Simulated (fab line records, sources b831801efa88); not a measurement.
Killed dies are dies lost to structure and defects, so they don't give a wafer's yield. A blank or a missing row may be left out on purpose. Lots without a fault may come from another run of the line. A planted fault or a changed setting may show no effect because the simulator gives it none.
fab line records | flow gf180mcu | part 2 of 2: steps 30 to 40 of 40
record lots=5 wafers=15 last_day=34
route steps=602 shown V5@546 TOP_METAL@567
lots that met no fault: from a run of the same line without faults
start_h: hours from the record's first day to the start of the lot's first wafer shown | wait_h: hours since the lot's step before | " the same as in the row above | L1.1+2: a row that stands for several wafers | - no value, or no start given | * or withheld: withheld | < > ~ a bound
route shown NAME@n: a module of which the file shows steps, and the number in the route of the first | usual: mean/standard deviation of fault-free wafers | same: alike in all rows | chamber/n: place in a boat | sites: the reading at each site | _std_site: their standard deviation | _edge_site: outer sites' mean less inner sites' | radius_mm: how far each site lies from the wafer's centre | mask NAME#n: copy n | behind: the tool/chamber that last shaped the wafer | hold: why the lot was held/for how many hours/how that ended | device: the transistor (n, p or np) that didn't switch | end of line: the same wafers' tests at the end of the route | a step without rows: its recipe alone | killed: dies lost to structure and defects at the first sort, not the wafer's yield | map: a wafer's dies, x killed, . not, _ none there
set.NAME: the setting as run; set.NAME@STEP: as run at that earlier step | model.NAME: the simulator's own value behind a step, which no gauge read
lots at some steps of the route; a table a step, a row a wafer
services: from which hour (start_h, from the record's first day; less than 0 if before it) a tool's chamber was out of use, for how many hours, and why
## steps
# step GF_TOP_METAL_HMDS_08
# recipe prime_time_s=60 prime_temp_c=120
# usual prime_temp_c=120.01/0.13
# columns lot.wafer tool chamber start_h wait_h prime_temp_c
L078.2 litho_track-03 0 679.98 0.1 120.07
L078.4 " 0 " " 120.11
L078.5 " 0 " " 120.16
L081.2 litho_track-01 0 699.29 0.1 120.08
L081.3 " 0 " " 120.06
L081.5 " 0 " " 120.17
L092.1 litho_track-02 0 775.87 0.1 119.83
L092.3 " 0 " " 120.00
L092.5 " 0 " " 120.05
L096.2 litho_track-01 0 790.49 0.1 120.11
L096.4 " 0 " " 119.91
L096.6 " 0 " " 119.84
L097.3 litho_track-03 0 799.41 0.1 120.07
L097.4 " 0 " " 120.04
L097.5 " 0 " " 120.02
# step GF_TOP_METAL_COAT_09
# recipe resist=NOVOLAK spin_rpm=3000 resist_thk_nm=1500
# columns lot.wafer tool chamber start_h wait_h
L078.2+4+5 litho_track-03 0 680.13 0.1
L081.2+3+5 litho_track-01 0 699.44 0.1
L092.1+3+5 litho_track-02 0 776.02 0.1
L096.2+4+6 litho_track-01 0 790.64 0.1
L097.3+4+5 litho_track-03 0 799.56 0.1
# step GF_TOP_METAL_SOFTBAKE_10
# recipe temp_c=90 time_s=60 resist=NOVOLAK
# columns lot.wafer tool chamber start_h wait_h
L078.2+4+5 litho_track-03 0 680.28 0.1
L081.2+3+5 litho_track-01 0 699.59 0.1
L092.1+3+5 litho_track-02 0 776.17 0.1
L096.2+4+6 litho_track-01 0 790.79 0.1
L097.3+4+5 litho_track-03 0 799.71 0.1
# step GF_TOP_METAL_EXPOSE_11
# recipe mask_id=MetalTop target_cd_nm=440 na=0.6 source_shape=conventional sigma_outer=0.6 dose_mj=170
# columns lot.wafer tool chamber start_h wait_h mask
L078.2+4+5 iline_stepper-02 0 - - MetalTop#0
L081.2+3+5 iline_stepper-02 0 - - MetalTop#0
L092.1+3+5 iline_stepper-02 0 - - MetalTop#0
L096.2+4+6 iline_stepper-01 0 - - MetalTop#0
L097.3+4+5 iline_stepper-02 0 - - MetalTop#0
# step GF_TOP_METAL_PEB_12
# recipe temp_c=withheld time_s=* resist=NOVOLAK
# columns lot.wafer tool chamber start_h wait_h
L078.2+4+5 litho_track-01 0 - -
L081.2+3+5 litho_track-02 0 - -
L092.1+3+5 litho_track-03 0 - -
L096.2+4+6 litho_track-03 0 - -
L097.3+4+5 litho_track-01 0 - -
# step GF_TOP_METAL_DEVELOP_13
# recipe develop_time_s=60 dev_temp_c=23
# columns lot.wafer tool chamber start_h wait_h
L078.2+4+5 litho_track-01 0 690.14 0.1
L081.2+3+5 litho_track-02 0 708.95 0.1
L092.1+3+5 litho_track-03 0 783.96 0.1
L096.2+4+6 litho_track-03 0 798.13 0.1
L097.3+4+5 litho_track-01 0 807.47 0.1
# step GF_TOP_METAL_CD_MEAS_14
# recipe target_cd_nm=440
# usual cd_nm=440.6/2.2
# columns lot.wafer tool chamber start_h wait_h cd_nm
L078.2 cd_sem-02 - 690.29 0.1 440.0
L078.4 " - " " 437.8
L078.5 " - " " 440.0
L081.2 cd_sem-02 - 709.09 0.1 437.4
L081.3 " - " " 437.4
L081.5 " - " " 438.8
L092.1 cd_sem-01 - 784.11 0.1 443.1
L092.3 " - " " 441.6
L092.5 " - " " 440.9
L096.2 cd_sem-01 - 798.28 0.1 441.6
L096.4 " - " " 441.3
L096.6 " - " " 441.5
L097.3 cd_sem-02 - 807.61 0.1 439.7
L097.4 " - " " 440.2
L097.5 " - " " 438.6
# step GF_TOP_METAL_OVL_MEAS_15
# usual TOP_METAL_OVL=1.1/1.8
# columns lot.wafer tool chamber start_h wait_h TOP_METAL_OVL[nm]
L078.2 overlay-01 - 690.39 0.1 3.3
L078.4 " - " " 1.0
L078.5 " - " " 2.4
L081.2 overlay-02 - 709.20 0.1 -3.1
L081.3 " - " " -1.6
L081.5 " - " " -2.4
L092.1 overlay-02 - 784.23 0.1 -0.2
L092.3 " - " " 0.1
L092.5 " - " " 0.7
L096.2 overlay-02 - 798.38 0.1 0.6
L096.4 " - " " 2.3
L096.6 " - " " 0.1
L097.3 overlay-01 - 807.70 0.1 -1.5
L097.4 " - " " 0.8
L097.5 " - " " 0.7
# step GF_TOP_METAL_METAL_ETCH_16
# recipe chemistry=Cl2/BCl3 mask_material=NOVOLAK target_depth_nm=1197 stop_on=SiO2 pressure_mtorr=8 icp_w=800 bias_w=140 Cl2_flow_sccm=80 bcl3_flow_sccm=40 time_s=199.5
# usual drypump_motor_current_A=5.64/0.25 oes_product_au=0.986/0.0056 throttle_valve_pct=28.236/0.011
# columns lot.wafer tool chamber start_h wait_h drypump_motor_current_A oes_product_au rf_hours_counter_h throttle_valve_pct
L078.2 rie_metal-02 0 690.42 0.0 5.47 0.988 13 28.228
L078.4 " 0 " " 5.48 0.992 - 28.229
L078.5 " 0 " " 5.46 0.984 - 28.233
L081.2 rie_metal-03 0 709.23 0.0 5.97 0.992 3 28.237
L081.3 " 0 " " 5.99 0.986 - 28.240
L081.5 " 1 " " 5.82 0.983 - 28.240
L092.1 rie_metal-03 0 784.26 0.0 6.01 0.987 8 28.229
L092.3 " 1 " " 5.79 0.992 - 28.226
L092.5 " 1 " " 5.78 0.994 - 28.239
L096.2 rie_metal-02 1 798.41 0.0 5.46 0.988 11 28.250
L096.4 " 0 " " 5.48 0.990 - 28.241
L096.6 " 1 " " 5.45 0.988 - 28.256
L097.3 rie_metal-02 1 807.79 0.1 5.43 0.984 - 28.248
L097.4 " 0 " " 5.45 0.980 - 28.247
L097.5 " 0 " " 5.46 0.988 - 28.226
# step GF_TOP_METAL_STRIP_17
# recipe chemistry=O2/N2 power_w=1400 pressure_mtorr=1500 platen_temp_c=250 o2_flow_sccm=3000 n2_flow_sccm=300 overash_fraction=0.5
# usual drypump_motor_current_A=5.7/0.44 heater_power_w=332/26 o2_flow_sccm=3000/8.8 oes_product_au=0.710/0.0044 strip_time_to_endpoint_s=12.99/0.098
# same overash_fraction=0.5
# columns lot.wafer tool chamber start_h wait_h drypump_motor_current_A heater_power_w o2_flow_sccm oes_product_au rf_hours_counter_h strip_time_to_endpoint_s
L078.2 plasma_asher-03 1 690.62 0.1 5.4 325 2988 0.722 28 13.00
L078.4 " 0 " " 5.3 344 2997 0.706 - 12.90
L078.5 " 1 " " 5.3 320 2993 0.705 - 13.02
L081.2 plasma_asher-04 0 709.42 0.1 5.6 322 3013 0.701 62 13.07
L081.3 " 0 " " 5.6 328 2994 0.708 - 13.08
L081.5 " 0 " " 5.6 314 3007 0.714 - 13.09
L092.1 plasma_asher-04 0 784.52 0.2 5.6 324 2974 0.707 70 12.97
L092.3 " 1 " " 6.5 381 2994 0.711 - 12.79
L092.5 " 0 " " 5.6 324 2994 0.712 - 12.81
L096.2 plasma_asher-02 0 798.60 0.1 6.3 323 3005 0.710 103 12.99
L096.4 " 0 " " 6.3 325 3000 0.709 - 12.96
L096.6 " 1 " " 5.7 293 3007 0.707 - 13.03
L097.3 plasma_asher-03 0 807.95 0.1 5.3 333 3013 0.708 - 12.95
L097.4 " 1 " " 5.4 308 3007 0.703 - 12.85
L097.5 " 0 " " 5.3 348 3013 0.713 - 12.82
# step GF_TOP_METAL_STRIP_18
# recipe chemistry=post_etch_residue_remover time_s=1200 temp_c=72.5
# columns lot.wafer tool chamber start_h wait_h
L078.2+4+5 wet_bench-02 1 690.72 0.1
L081.2+3+5 wet_bench-02 1 709.52 0.1
L092.1+3+5 wet_bench-01 1 784.62 0.1
L096.2+4+6 wet_bench-03 3 798.70 0.1
L097.3+4+5 wet_bench-01 2 808.01 0.0
## services
# columns tool chamber start_h hours kind
iline_stepper-02 - 635.82 1.7 pm
cmp-01 - 637.01 5.9 pm
wet_bench-04 - 642.87 1.9 pm
cmp-01 - 647.03 5.5 repair
cmp-01 - 648.20 5.9 repair
cmp-01 - 650.83 4.2 repair
iline_stepper-02 - 651.13 2.3 repair
plasma_asher-01 - 654.87 1.6 repair
rie_metal-02 - 659.04 0.3 repair
cvd_w-02 - 661.73 0.6 repair
krf_scanner-01 - 668.47 0.8 pm
rie_diel-02 1 672.01 13.2 repair
plasma_asher-03 - 683.92 2.4 repair
plasma_asher-03 - 686.02 1.1 repair
cmp-01 - 686.10 0.7 repair
rie_diel-02 1 687.52 6.2 repair
rie_diel-02 3 688.65 3.7 repair
cvd_w-02 - 692.17 0.6 repair
cmp-01 - 696.46 0.4 repair
pvd_sputter-04 - 704.59 8.6 repair
pvd_sputter-01 - 709.92 4.0 repair
plasma_asher-01 - 733.75 9.0 pm
cvd_w-02 - 740.02 0.6 repair
cmp-01 - 753.73 18.3 pm
